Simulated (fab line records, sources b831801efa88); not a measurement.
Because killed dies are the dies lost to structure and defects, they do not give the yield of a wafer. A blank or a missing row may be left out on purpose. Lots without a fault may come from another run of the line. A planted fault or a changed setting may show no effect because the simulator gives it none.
Comparing a struck lot with a sound one | flow sky130 | 24 steps out of a route of 708
Sound: the wafers L410.2, L410.3, L410.4. The struck wafers were L419.1, L419.2, L419.4. Last of all comes the cause.
For every step that has rows: the tool of each side, followed by ch and its chambers, followed by its first start. Under that, the readings that differ: sound wafers | struck wafers | difference of the means | sigmas: that difference in standard deviations of wafers without a fault.
alike: readings with means less than 2 such deviations apart, plus words and numbers identical on both sides. not compared: withheld readings, readings lacking a value on some wafer, bounds such as >300 that could conceal the same value, and numbers that have no deviation in the record and whose values overlap.
The two part at a step that has a row with sigmas, a row that says differs or no value, or rows on one side only. Numbers that don't overlap but have no deviation are shown without sigmas and don't part them. Lack of a reading on every wafer of one side parts them only where that side has two or more wafers.

first, 3 steps without rows for these wafers: SKY_LDD_LDN_IMPLANT_09; SKY_LDD_LDN_IMPLANT_10; SKY_LDD_LDN_IMPLANT_11.
SKY_LDD_LDN_STRIP_12: strips in O2/N2.
  sound on plasmaAsher-01 ch 0,1, day 24 03:59; struck on plasmaAsher-03 ch 0,1, day 28 15:25
  alike: drypumpMotorCurrentA, oesProductAu, stripTimeToEndpointS
  not compared: rfHoursCounterH
SKY_LDD_LDN_TW_MEAS_13:
  sound on filmMetro-01, day 24 04:05; struck on filmMetro-03, day 28 15:31
  alike: LDD_LDN_TW
then, 2 steps without rows for these wafers: SKY_LDD_LDN_CLEAN_14 (cleans in SC1/SC2, time 150 s); SKY_SPACER_CVD_00 (deposits Si3N4 from DCS/NH3, target thk 43.1 nm, time 740 s).
SKY_SPACER_THK_MEAS_01:
  sound on filmMetro-04, day 24 05:25; struck on filmMetro-03, day 28 19:58
  alike: SPACER_CVD_00_THK
SKY_SPACER_ETCHBACK_02: etches Si3N4 in CH3F/O2, stops on SiO2, time 46.7 s, target depth 45 nm.
  sound on rieDiel-04 ch 0,1,3, day 24 05:28; struck on rieDiel-01 ch 0,2,3, day 28 20:02
  alike: drypumpMotorCurrentA, oesProductAu, throttleValvePct
  not compared: rfHoursCounterH
then, 3 steps without rows for these wafers: SKY_POLY_CUT_DEHYDRATE_00 (time 60 s); SKY_POLY_CUT_HMDS_01 (prime time 60 s); SKY_POLY_CUT_COAT_02 (resist thk 60 nm).
SKY_POLY_CUT_COAT_03: resist thk 450 nm.
  sound on lithoTrack-03 ch 0, day 24 20:00; struck on lithoTrack-04 ch 0, day 29 10:00
reading                                        | sound             | struck            | difference | sigmas
resistLineTempC (C)                            | 22.91 22.90 22.79 | 23.13 23.20 23.14 | +0.29      | +2
model.KrF-thick_of_POLY_CUT_COAT_03.thkNm (nm) | 448.1 449.4 449.1 | 399.2 399.8 399.7 | -49.3      | 
then, 4 steps without rows for these wafers: SKY_POLY_CUT_SOFTBAKE_04 (time 90 s); SKY_POLY_CUT_EXPOSE_05 (exposes mask NPCM, target cd 270 nm); SKY_POLY_CUT_PEB_06; SKY_POLY_CUT_DEVELOP_07 (develop time 60 s).
SKY_POLY_CUT_CD_MEAS_08: the cd target is 270 nm.
  sound on cdSem-01, day 25 11:03; struck on cdSem-01, day 29 23:53
  alike: cdNm
SKY_POLY_CUT_OVL_MEAS_09:
  sound on overlay-02, day 25 11:09; struck on overlay-02, day 30 00:01
  alike: POLY_CUT_OVL
SKY_POLY_CUT_ETCH_10: etches BARC in N2/H2, stops on SiO2, time 45.9 s, target depth 60 nm.
  sound on rieDiel-04 ch 0,1,2, day 25 11:11; struck on rieDiel-02 ch 0,2,3, day 30 00:02
reading                                        | sound             | struck            | difference | sigmas
model.KrF-thick_of_POLY_CUT_COAT_03.thkNm (nm) | 405.4 407.2 406.2 | 356.9 357.7 357.2 | -49.0      | 
  alike: drypumpMotorCurrentA, oesProductAu, throttleValvePct
  not compared: rfHoursCounterH
SKY_POLY_CUT_ETCH_11: etches Si3N4 in CF4/CH2F2/Ar, stops on poly-Si, time 42.5 s, target depth 60 nm.
  sound on rieDiel-04 ch 0,1,2, day 25 11:13; struck on rieDiel-02 ch 0,2,3, day 30 00:05
  alike: drypumpMotorCurrentA, oesProductAu, throttleValvePct
  not compared: rfHoursCounterH
SKY_POLY_CUT_STRIP_12: strips in O2/N2.
  sound on plasmaAsher-02 ch 0,1, day 25 11:16; struck on plasmaAsher-01 ch 0,1, day 30 00:08
reading                  | sound             | struck            | difference | sigmas
oesProductAu (a.u.)      | 0.446 0.456 0.456 | 0.425 0.433 0.437 | -0.021     | -5
stripTimeToEndpointS (s) | 5.329 5.357 5.329 | 4.833 4.814 4.834 | -0.511     | -34
  alike: drypumpMotorCurrentA
  not compared: rfHoursCounterH
then, 2 steps without rows for these wafers: SKY_SD_P_DEHYDRATE_00 (time 60 s); SKY_PAD_OPEN_PROBE_99.

WHERE THEY PART
First at SKY_POLY_CUT_COAT_03; last, within this record, at SKY_POLY_CUT_STRIP_12.

WHY: what had been put in by the simulator
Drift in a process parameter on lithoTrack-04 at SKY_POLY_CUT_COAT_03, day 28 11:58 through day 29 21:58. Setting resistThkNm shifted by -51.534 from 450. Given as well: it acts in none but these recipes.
